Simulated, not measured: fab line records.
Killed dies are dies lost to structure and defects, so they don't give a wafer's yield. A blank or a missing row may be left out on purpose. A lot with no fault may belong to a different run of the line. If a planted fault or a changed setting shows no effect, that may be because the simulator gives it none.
fab line records    flow sky130
[record] lots = 13  wafers = 39  last-day = 50
route steps=708 shown SD_N@346
lots that met no fault: taken from a fault-free run of the same line
start-h: hours from the record's first day to the start of the lot's first wafer shown    wait-h: time in hours since the lot's previous step    " repeats the value in the row above    L1.1+2: a row that stands for several wafers    - no value, or no start given    * or withheld: withheld    < > ~ a bound
route shown NAME@n: names a module that has steps shown in the file, with the first one's number in the route    usual: the fault-free wafers' mean and standard deviation    same: alike in all rows    chamber/n: place in a boat    sites: each site's reading    _std_site: how widely they spread, as a standard deviation    _edge_site: the outer-site mean with the inner-site mean subtracted    radius-mm: for every site, how far away it sits from the centre of the wafer    mask NAME#n: copy n    behind: the last tool/chamber to shape the wafer    hold: cause of the lot's hold/its duration in hours/its outcome    device: transistor that didn't switch, given as n, p or np    end of line: the tests these same wafers got at the end of their route    a step given without rows: its recipe and nothing more    killed: count of dies lost to structure and defects at first sort (not the wafer's yield)    map: the dies of a wafer, with x for killed, . for not killed, _ for no die there
set.NAME: the setting the step ran with; set.NAME@STEP: the setting that earlier step ran with    model.NAME: the simulator's own value behind a step, which no gauge read
the route's steps for a sample of lots (tables are steps, rows are wafers)
services: the hour from which a tool's chamber was out of use, counted from the record's first day as start-h (under 0 if before that day), plus the number of hours and why
[[steps]]
[step SKY_SD_N_EXPOSE_04]
[recipe] mask-id = NSDM  na = 0.6  source-shape = conventional  sigma-outer = 0.6  polarization = unpolarized  target-cd-nm = 380  dose-mj = 137.5
[usual] stage-vel-mm-s = 499.95/0.26
lot.wafer  tool              chamber  start-h  wait-h  mask       stage-vel-mm-s
L641.2     iline-stepper-01  0        644.66   -       NSDM#0     499.84
L641.3     "                 0        "        "       NSDM#0     500.05
L641.4     "                 0        "        "       NSDM#0     500.23
L642.1     iline-stepper-02  0        652.11   -       NSDM#0     500.22
L642.2     "                 0        "        "       NSDM#0     499.89
L642.3     "                 0        "        "       NSDM#0     499.94
L645.1     iline-stepper-02  0        673.05   -       NSDM#0     500.16
L645.2     "                 0        "        "       NSDM#0     500.17
L645.4     "                 0        "        "       NSDM#0     500.40
L647.3     iline-stepper-01  0        707.98   -       NSDM#0     499.98
L647.5     "                 0        "        "       NSDM#0     500.04
L647.6     "                 0        "        "       NSDM#0     500.07
L648.2     iline-stepper-02  0        710.43   -       NSDM#0     499.41
L648.5     "                 0        "        "       NSDM#0     499.53
L648.6     "                 0        "        "       NSDM#0     499.72
L650.3     iline-stepper-01  0        723.89   -       NSDM#0     500.52
L650.5     "                 0        "        "       NSDM#0     500.17
L650.6     "                 0        "        "       NSDM#0     499.77
L652.4     iline-stepper-02  0        727.27   -       NSDM#0     500.20
L652.5     "                 0        "        "       NSDM#0     499.93
L652.6     "                 0        "        "       NSDM#0     499.65
L655.1     iline-stepper-02  0        754.06   -       NSDM_R1#0  500.15
L655.4     "                 0        "        "       NSDM_R1#0  499.84
L655.6     "                 0        "        "       NSDM_R1#0  499.79
L659.1     iline-stepper-01  0        780.50   -       NSDM#0     499.68
L659.2     "                 0        "        "       NSDM#0     499.73
L659.6     "                 0        "        "       NSDM#0     500.10
L660.1     iline-stepper-01  0        786.53   -       NSDM#0     499.69
L660.2     "                 0        "        "       NSDM#0     499.81
L660.5     "                 0        "        "       NSDM#0     499.69
L661.3     iline-stepper-01  0        796.02   -       NSDM#0     500.03
L661.4     "                 0        "        "       NSDM#0     499.93
L661.6     "                 0        "        "       NSDM#0     499.74
L662.2     iline-stepper-01  0        811.91   -       NSDM#0     499.90
L662.3     "                 0        "        "       NSDM#0     499.95
L662.5     "                 0        "        "       NSDM#0     500.39
L663.1     iline-stepper-02  0        816.01   -       NSDM#0     500.44
L663.2     "                 0        "        "       NSDM#0     500.56
L663.3     "                 0        "        "       NSDM#0     500.42
[step SKY_SD_N_CD_MEAS_07]
[recipe] target-cd-nm = 380
[usual] cd-nm = 379.9/2.6
lot.wafer  tool       chamber  start-h  wait-h  cd-nm
L641.2     cd-sem-01  -        657.71   0.1     384.5
L641.3     "          -        "        "       381.4
L641.4     "          -        "        "       381.1
L642.1     cd-sem-02  -        666.03   0.1     379.9
L642.2     "          -        "        "       379.0
L642.3     "          -        "        "       380.0
L645.1     cd-sem-01  -        686.94   0.1     378.3
L645.2     "          -        "        "       377.9
L645.4     "          -        "        "       376.2
L647.3     cd-sem-02  -        720.68   0.1     380.5
L647.5     "          -        "        "       381.4
L647.6     "          -        "        "       381.8
L648.2     cd-sem-01  -        723.15   0.1     381.4
L648.5     "          -        "        "       383.4
L648.6     "          -        "        "       382.0
L650.3     cd-sem-02  -        737.28   0.1     379.2
L650.5     "          -        "        "       379.9
L650.6     "          -        "        "       379.0
L652.4     cd-sem-02  -        741.10   0.1     377.9
L652.5     "          -        "        "       375.7
L652.6     "          -        "        "       378.4
L655.1     cd-sem-01  -        767.78   0.1     335.7
L655.4     "          -        "        "       334.6
L655.6     "          -        "        "       336.5
L659.1     cd-sem-01  -        794.14   0.1     380.4
L659.2     "          -        "        "       381.4
L659.6     "          -        "        "       378.7
L660.1     cd-sem-01  -        800.39   0.1     377.0
L660.2     "          -        "        "       377.6
L660.5     "          -        "        "       375.4
L661.3     cd-sem-02  -        808.62   0.1     381.5
L661.4     "          -        "        "       383.5
L661.6     "          -        "        "       384.2
L662.2     cd-sem-02  -        825.21   0.1     376.6
L662.3     "          -        "        "       377.4
L662.5     "          -        "        "       378.0
L663.1     cd-sem-01  -        829.29   0.1     377.9
L663.2     "          -        "        "       379.0
L663.3     "          -        "        "       376.4
[[services]]
tool              chamber  start-h  hours  kind
iline-stepper-01  -        627.01   2.2    repair
iline-stepper-01  0        647.29   -      calibration
iline-stepper-01  -        700.63   1.9    repair
iline-stepper-02  -        722.13   2.1    pm
iline-stepper-02  0        722.65   -      calibration
iline-stepper-02  -        724.21   -      consumable-replace:lamp
iline-stepper-01  -        742.17   2.3    repair
iline-stepper-02  -        763.96   0.7    repair
iline-stepper-02  -        764.14   3.0    repair
iline-stepper-01  -        809.47   1.7    pm
[[key]]
[first-sign] step = SKY_SD_N_EXPOSE_04  reading = mask  direction = changed
[effect] step = SKY_SD_N_CD_MEAS_07  reading = cd-nm  direction = down  sigmas = 17  usual = 379.9  struck = 335.6
met-at SKY_SD_N_EXPOSE_04
struck-lots L655
tester-left-out L655
onset-between 727.27 754.06
[fault] kind = wrong-mask  tool = any  chamber = -  onset-h = 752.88  steps = SKY_SD_N_EXPOSE_04  aux-copy = NSDM_R1#0  cd-offset-nm = -46  scope = struck-lots-only
// tester-left-out: of these lots the tester's yield and bins aren't shown, on N5 and GAA mostly nor the transistor test; their killed dies are dies lost to structure and defects alone, not to doping, threshold or leakage, so they don't give the yield
